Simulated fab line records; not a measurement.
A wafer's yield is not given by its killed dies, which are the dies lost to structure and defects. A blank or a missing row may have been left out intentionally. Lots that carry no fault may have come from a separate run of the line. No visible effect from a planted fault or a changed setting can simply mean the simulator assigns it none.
Which tool was responsible? :: flow sky130 :: 24 lots, 72 wafers sampled, at 3 steps of a route of 708

WHAT THE GAUGES SHOWED, per wafer
SKY_NWELL_TW_MEAS_15.
lot: L074
measured: day 4 14:14
on: film metro-01
NWELL_TW: 1826 1822 1824

lot: L075
measured: day 4 14:36
on: film metro-02
NWELL_TW: 1779 1776 1775

lot: L076
measured: day 5 02:50
on: film metro-02
NWELL_TW: 1781 1775 1764

lot: L077
measured: day 5 05:05
on: film metro-02
NWELL_TW: 1780 1770 1773

lot: L078
measured: day 5 15:53
on: film metro-03
NWELL_TW: 1834 1838 1828

lot: L079
measured: day 6 03:24
on: film metro-01
NWELL_TW: 1812 1821 1821

lot: L080
measured: day 6 03:50
on: film metro-01
NWELL_TW: 1824 1815 1819

lot: L081
measured: day 6 11:32
on: film metro-03
NWELL_TW: 1807 1804 1796

lot: L082
measured: day 6 12:59
on: film metro-01
NWELL_TW: 1823 1815 1828

lot: L083
measured: day 6 15:10
on: film metro-01
NWELL_TW: 1826 1829 1822

lot: L084
measured: day 7 02:28
on: film metro-02
NWELL_TW: 1780 1794 1784

lot: L085
measured: day 7 08:21
on: film metro-02
NWELL_TW: 1787 1784 1781

lot: L086
measured: day 7 13:29
on: film metro-02
NWELL_TW: 1788 1786 1781

lot: L087
measured: day 7 20:26
on: film metro-03
NWELL_TW: 1821 1808 1806

lot: L089
measured: day 8 08:01
on: film metro-01
NWELL_TW: 1825 1823 1824

lot: L088
measured: day 8 08:17
on: film metro-03
NWELL_TW: 1811 1809 1807

lot: L090
measured: day 8 14:47
on: film metro-03
NWELL_TW: 1801 1800 1798

lot: L091
measured: day 8 19:37
on: film metro-01
NWELL_TW: 1822 1810 1800

lot: L092
measured: day 8 21:36
on: film metro-03
NWELL_TW: 1804 1801 1806

lot: L093
measured: day 9 07:12
on: film metro-01
NWELL_TW: 1825 1819 1825

lot: L094
measured: day 9 13:35
on: film metro-03
NWELL_TW: 1815 1812 1807

lot: L095
measured: day 9 16:04
on: film metro-01
NWELL_TW: 1827 1834 1831

lot: L096
measured: day 9 20:56
on: film metro-01
NWELL_TW: 1824 1828 1823

lot: L097
measured: day 10 06:42
on: film metro-02
NWELL_TW: 1782 1792 1791

SKY_NWELL_TW_MEAS_26.
lot: L074
measured: day 5 08:20
on: film metro-01
NWELL_2_TW: 498 497 501

lot: L075
measured: day 5 08:29
on: film metro-02
NWELL_2_TW: 482 487 483

lot: L076
measured: day 5 21:31
on: film metro-01
NWELL_2_TW: 498 498 502

lot: L077
measured: day 5 23:11
on: film metro-01
NWELL_2_TW: 499 500 498

lot: L078
measured: day 6 10:35
on: film metro-03
NWELL_2_TW: 490 495 495

lot: L079
measured: day 6 22:19
on: film metro-02
NWELL_2_TW: 488 488 488

lot: L080
measured: day 6 22:51
on: film metro-01
NWELL_2_TW: 494 498 495

lot: L081
measured: day 7 07:32
on: film metro-01
NWELL_2_TW: 498 499 497

lot: L082
measured: day 7 08:38
on: film metro-01
NWELL_2_TW: 500 500 501

lot: L083
measured: day 7 11:32
on: film metro-01
NWELL_2_TW: 500 500 499

lot: L084
measured: day 7 22:53
on: film metro-03
NWELL_2_TW: 494 495 495

lot: L085
measured: day 8 04:56
on: film metro-01
NWELL_2_TW: 497 493 492

lot: L086
measured: day 8 09:17
on: film metro-02
NWELL_2_TW: 481 484 485

lot: L087
measured: day 8 17:26
on: film metro-03
NWELL_2_TW: 494 493 494

lot: L089
measured: day 9 05:56
on: film metro-02
NWELL_2_TW: 486 486 487

lot: L088
measured: day 9 06:02
on: film metro-01
NWELL_2_TW: 495 495 498

lot: L090
measured: day 9 12:01
on: film metro-01
NWELL_2_TW: 498 499 497

lot: L091
measured: day 9 17:28
on: film metro-03
NWELL_2_TW: 493 494 496

lot: L092
measured: day 9 18:36
on: film metro-02
NWELL_2_TW: 486 489 487

lot: L093
measured: day 10 05:30
on: film metro-03
NWELL_2_TW: 496 497 496

lot: L094
measured: day 10 12:05
on: film metro-03
NWELL_2_TW: 495 494 495

lot: L095
measured: day 10 14:43
on: film metro-02
NWELL_2_TW: 490 491 491

lot: L096
measured: day 10 18:53
on: film metro-03
NWELL_2_TW: 493 493 493

lot: L097
measured: day 11 05:51
on: film metro-03
NWELL_2_TW: 492 493 495

SKY_VT_ADJUST_LVTN_OVL_MEAS_07.
lot: L074
measured: day 6 21:35
on: overlay-02
VT_ADJUST_LVTN_OVL (nm): -2.9 -0.7 -3.7

lot: L075
measured: day 6 21:53
on: overlay-02
VT_ADJUST_LVTN_OVL (nm): 1.3 1.1 0.1

lot: L076
measured: day 7 13:11
on: overlay-02
VT_ADJUST_LVTN_OVL (nm): -2.5 -2.0 -3.5

lot: L077
measured: day 7 15:11
on: overlay-01
VT_ADJUST_LVTN_OVL (nm): 0.7 1.0 1.2

lot: L078
measured: day 8 02:29
on: overlay-01
VT_ADJUST_LVTN_OVL (nm): 0.8 1.2 1.8

lot: L079
measured: day 8 15:08
on: overlay-01
VT_ADJUST_LVTN_OVL (nm): 1.4 0.3 2.4

lot: L080
measured: day 8 16:12
on: overlay-01
VT_ADJUST_LVTN_OVL (nm): -0.6 -2.2 -1.0

lot: L081
measured: day 9 00:50
on: overlay-02
VT_ADJUST_LVTN_OVL (nm): -1.7 -0.8 -0.4

lot: L082
measured: day 9 03:39
on: overlay-01
VT_ADJUST_LVTN_OVL (nm): 0.0 0.8 1.5

lot: L083
measured: day 9 05:40
on: overlay-02
VT_ADJUST_LVTN_OVL (nm): 1.8 1.4 0.4

lot: L084
measured: day 9 17:30
on: overlay-02
VT_ADJUST_LVTN_OVL (nm): -2.2 -1.0 -2.1

lot: L085
measured: day 10 00:48
on: overlay-01
VT_ADJUST_LVTN_OVL (nm): 0.0 -1.9 -1.7

lot: L086
measured: day 10 05:20
on: overlay-02
VT_ADJUST_LVTN_OVL (nm): -3.3 -1.7 -4.6

lot: L087
measured: day 10 14:08
on: overlay-01
VT_ADJUST_LVTN_OVL (nm): 2.1 1.1 1.6

lot: L089
measured: day 11 03:37
on: overlay-02
VT_ADJUST_LVTN_OVL (nm): -0.6 -2.7 -1.2

lot: L088
measured: day 11 03:46
on: overlay-01
VT_ADJUST_LVTN_OVL (nm): 0.6 -0.9 1.3

lot: L090
measured: day 11 09:50
on: overlay-01
VT_ADJUST_LVTN_OVL (nm): -0.5 -0.2 0.1

lot: L091
measured: day 11 15:22
on: overlay-02
VT_ADJUST_LVTN_OVL (nm): 0.1 -0.6 0.6

lot: L092
measured: day 11 16:29
on: overlay-02
VT_ADJUST_LVTN_OVL (nm): 2.3 0.5 -0.4

lot: L093
measured: day 12 05:11
on: overlay-01
VT_ADJUST_LVTN_OVL (nm): 0.2 0.6 -0.7

lot: L094
measured: day 12 12:35
on: overlay-02
VT_ADJUST_LVTN_OVL (nm): -0.7 -1.4 1.2

lot: L095
measured: day 12 14:29
on: overlay-02
VT_ADJUST_LVTN_OVL (nm): 1.2 2.3 0.6

lot: L096
measured: day 12 19:17
on: overlay-01
VT_ADJUST_LVTN_OVL (nm): 0.4 1.2 1.6

lot: L097
measured: day 13 07:22
on: overlay-01
VT_ADJUST_LVTN_OVL (nm): -0.5 -0.5 0.3

WHICH TOOL RAN EACH LOT (tool, then ch and the chambers of the sampled wafers, then the start)
No process step before these readings appears in the record.

AS READ BY THE TOOLS THEMSELVES (means over the sampled wafers that have a number; for cases with no such wafer, the mark the record gives instead)
The record holds no such reading with a usual standard deviation.

THE ANSWER, worked out from the rows above alone
Rule: usual is defined by the lots themselves. Put in order of their means at a reading, lots are off if they are a third of the lots or fewer, leave a main group of 4 or more, and stand apart from it by a gap of 3 or more times the standard deviation of the main group's means; of several such gaps the widest counts. Not used: any main group whose means are identical at the precision the tables above print for the reading. Also off: a lot with no number at a reading for which 4 or more lots have one. All remaining lots with rows at the step are treated as sound. First the gauges in route order, then the tools' own readings, where a lot's mean is used as printed above. At the first step where some lot is off, the reading lying furthest off is the one used; lots without a number count as furthest.
Nothing can be told from this: no lot is off at any reading shown.

WHAT THE SIMULATOR PUT IN
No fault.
